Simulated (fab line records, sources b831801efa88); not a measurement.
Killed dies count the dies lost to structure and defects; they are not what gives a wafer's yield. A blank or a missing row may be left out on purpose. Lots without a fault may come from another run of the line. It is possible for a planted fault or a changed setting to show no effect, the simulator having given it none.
2 desks, one fault | flow gf180mcu | what lay behind the numbers comes last; until then each desk has only its own

== THE TOOL OWNER'S DESK: litho-track-04 ==
The tool's own readings at GF_M4_PEB_12 (peb time 90 s): means of the sampled wafers that have a number, for each lot that ran on this tool. A lot is out of limits, marked OUT, if its mean lies more than 4 standard deviations from the usual mean; the brackets give that distance.
Columns: A = heater-power-total-W at GF_M4_PEB_12, usual 85.69 W
lot  | first seen here | A
L167 | day 24 10:23    | 85.67
L173 | day 26 07:41    | 85.64
L175 | day 27 18:14    | 85.69
L181 | day 28 22:28    | 85.65
L184 | day 29 19:37    | 105.13 (+99 or more) OUT
L186 | day 30 09:05    | 105.28 (+99 or more) OUT
This desk finds L184, L186 out of limits, L184 being first, at day 29 19:37 (heater-power-total-W at GF_M4_PEB_12). In limits: L167, L173, L175, L181.

== THE METROLOGY DESK ==
What the gauges read, lot by lot, whatever tool the lot ran on: means of the sampled wafers that have a number. A lot is out of limits, marked OUT, if its mean lies more than 4 standard deviations from the usual mean; the brackets give that distance.
Columns: A = cd-nm at GF_M4_CD_MEAS_14, usual 279.8 nm
lot  | first seen here | A
L165 | day 24 01:14    | 280.1
L167 | day 24 10:44    | 280.5
L169 | day 25 05:12    | 279.8
L171 | day 26 04:13    | 280.8
L173 | day 26 08:00    | 279.5
L175 | day 27 18:35    | 280.0
L176 | day 27 21:52    | 280.2
L178 | day 27 23:46    | 279.6
L179 | day 28 16:26    | 281.4
L181 | day 28 22:49    | 279.7
L184 | day 29 19:58    | 297.5 (+18) OUT
L186 | day 30 09:26    | 295.5 (+16) OUT
This desk finds L184, L186 out of limits, L184 being first, at day 29 19:58 (cd-nm at GF_M4_CD_MEAS_14). In limits: L165, L167, L169, L171, L173, L175, L176, L178, L179, L181.

== BROUGHT TOGETHER ==
An alarm could have come from the tool owner's desk at day 29 19:37, on L184, L186.
Metrology desk: alarm possible at day 29 19:58 on L184, L186.
The lots listed all ran GF_M4_PEB_12 on litho-track-04.

== WHAT THE SIMULATOR PUT IN ==
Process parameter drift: litho-track-04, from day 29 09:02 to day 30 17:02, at GF_M4_PEB_12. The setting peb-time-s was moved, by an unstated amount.
Lots struck among those shown: L184, L186.
Time in hours from fault onset to the first out-of-limits reading at each desk: tool owner's desk 11, metrology desk 11.
